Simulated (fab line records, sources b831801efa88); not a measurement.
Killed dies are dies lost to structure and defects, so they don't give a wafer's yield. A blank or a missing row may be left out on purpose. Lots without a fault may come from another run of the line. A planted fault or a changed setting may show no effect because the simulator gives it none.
A struck lot beside a sound one | flow sky130 | 15 steps out of a route of 708
Sound: wafers L843.3, L843.4, L843.5. Struck: wafers L847.2, L847.3, L847.5. The cause comes at the end.
At each step with rows: each side's tool, then ch and its chambers, then its first start. Under that, the readings that differ: sound wafers | struck wafers | difference of the means | sigmas: that difference in standard deviations of wafers without a fault.
alike: readings whose means differ by less than 2 such deviations, and words and numbers that are the same on both sides. not compared: withheld readings, readings that some wafer has no value for, bounds like >300 that may hide the same value, and numbers for which the record gives no deviation and whose values overlap.
The two part at a step that has a row with sigmas, a row that says differs or no value, or rows on one side only. Numbers that don't overlap but have no deviation are shown without sigmas and don't part them. A reading that every wafer of one side lacks parts them only if that side has two wafers or more.

first, 4 steps without rows for these wafers: SKY_VIA1_SOFTBAKE_08 (time 90 s); SKY_VIA1_EXPOSE_09 (exposes mask VIM, target cd 150 nm); SKY_VIA1_PEB_10; SKY_VIA1_DEVELOP_11 (develop time 60 s).
SKY_VIA1_CD_MEAS_12: target cd 150 nm.
  sound on cd_sem-02, day 35 11:02; struck on cd_sem-02, day 36 16:13
  alike: cd_nm
SKY_VIA1_OVL_MEAS_13:
  sound on overlay-01, day 35 11:08; struck on overlay-02, day 36 16:19
  alike: VIA1_OVL
SKY_VIA1_ETCH_14: etches BARC in N2/H2, stops on SiO2, time 45.9 s, target depth 60 nm.
  sound on rie_diel-02 ch 0,3, day 35 11:10; struck on rie_diel-03 ch 0,2, day 36 16:21
  alike: drypump_motor_current_A, oes_product_au, throttle_valve_pct
  not compared: rf_hours_counter_h
SKY_VIA1_ETCH_15: etches SiO2 in C4F8/O2/Ar, stops on TiN, target depth 351 nm, time 54 s.
  sound on rie_diel-02 ch 0,3, day 35 11:12; struck on rie_diel-03 ch 0,2, day 36 16:23
  alike: oes_product_au
  not compared: rf_hours_counter_h
SKY_VIA1_STRIP_16: strips in O2/N2.
  sound on plasma_asher-03 ch 0,1, day 35 11:17; struck on plasma_asher-02 ch 1, day 36 16:26
  reading                     | sound       | struck      | difference | sigmas
  drypump_motor_current_A (A) | 5.8 5.3 5.3 | 6.9 6.8 6.8 | +1.4       | +3
  alike: o2_flow_sccm, oes_product_au, strip_time_to_endpoint_s
  not compared: rf_hours_counter_h
then, 3 steps without rows for these wafers: SKY_VIA1_STRIP_17 (strips in post etch residue remover, time 1200 s); SKY_VIA1_CLEAN_18 (cleans in IPA, time 180 s); SKY_VIA1_CLEAN_19 (cleans in O3/DIW).
SKY_VIA1_SPUTTER_20: material TiN, target thk 20 nm, time 80 s.
  sound on pvd_sputter-04, day 35 11:50; struck on pvd_sputter-01, day 36 17:02
  reading                                  | sound                | struck               | difference | sigmas
  cathode_dc_power_W (W)                   | 3999.5 3999.9 3999.2 | 3664.1 3662.5 3662.5 | -336.5     | -99 or more
  model.TiN_of_VIA1_SPUTTER_20.thk_nm (nm) | 19.86 19.94 19.88    | 18.34 18.31 18.29    | -1.58      |
  alike: throttle_valve_pct
SKY_VIA1_CVD_21: deposits W, target thk 270 nm, time 80.902 s.
  sound on cvd_w-02 ch 0,1, day 35 11:56; struck on cvd_w-01 ch 0,1, day 36 17:05
  alike: heater_power_w
-- the record jumps here: 11 days lie between the struck wafers' starts before and after (it left off in module VIA1 and takes up again in module PAD_OPEN, whose first step shown is number 708 of the route) --
SKY_PAD_OPEN_PROBE_99:
  sound on prober-02, day 47 05:34; struck on prober-02, day 47 22:25
  reading                               | sound                        | struck                        | difference | sigmas
  model.etest.res_p_drift_20v.rs_ohm_sq | 9160 9186 9057               | 9566 9277 9407                | +282       |
  model.etest.pfet_16v.r_on_ohm_um      | 1.507e+04 1.51e+04 1.505e+04 | 1.578e+04 1.557e+04 1.581e+04 | +6.467e+02 |
  model.etest.res_iso_pwell.rs_ohm_sq   | 3341 3338 3271               | 3977 3803 3896                | +575       |
  model.etest.res_iso_pwell.line_ohm_um | 1266 1272 1250               | 1517 1443 1489                | +220       |
  model.etest.pfet_16v.drive_ua_um      | 252.2 252.2 250.3            | 242.2 248.5 242.2             | -7.3       |
  alike: killed_at_M0_to_M3, killed_at_M4_up, killed_at_contacts, killed_at_front_end, killed_at_other, killed_dies, killed_open, killed_short
  not compared: model.etest.res_p_drift_20v.line_ohm_um, model.etest.cap_li_to_poly.c_af_um2, model.etest.cap_poly_to_well.c_af_um2

WHERE THEY PART
First at SKY_VIA1_STRIP_16; last, within this record, at SKY_VIA1_SPUTTER_20. Later steps at which nothing parts them and some readings are alike: SKY_VIA1_CVD_21, SKY_PAD_OPEN_PROBE_99.

WHY: what the simulator had put in
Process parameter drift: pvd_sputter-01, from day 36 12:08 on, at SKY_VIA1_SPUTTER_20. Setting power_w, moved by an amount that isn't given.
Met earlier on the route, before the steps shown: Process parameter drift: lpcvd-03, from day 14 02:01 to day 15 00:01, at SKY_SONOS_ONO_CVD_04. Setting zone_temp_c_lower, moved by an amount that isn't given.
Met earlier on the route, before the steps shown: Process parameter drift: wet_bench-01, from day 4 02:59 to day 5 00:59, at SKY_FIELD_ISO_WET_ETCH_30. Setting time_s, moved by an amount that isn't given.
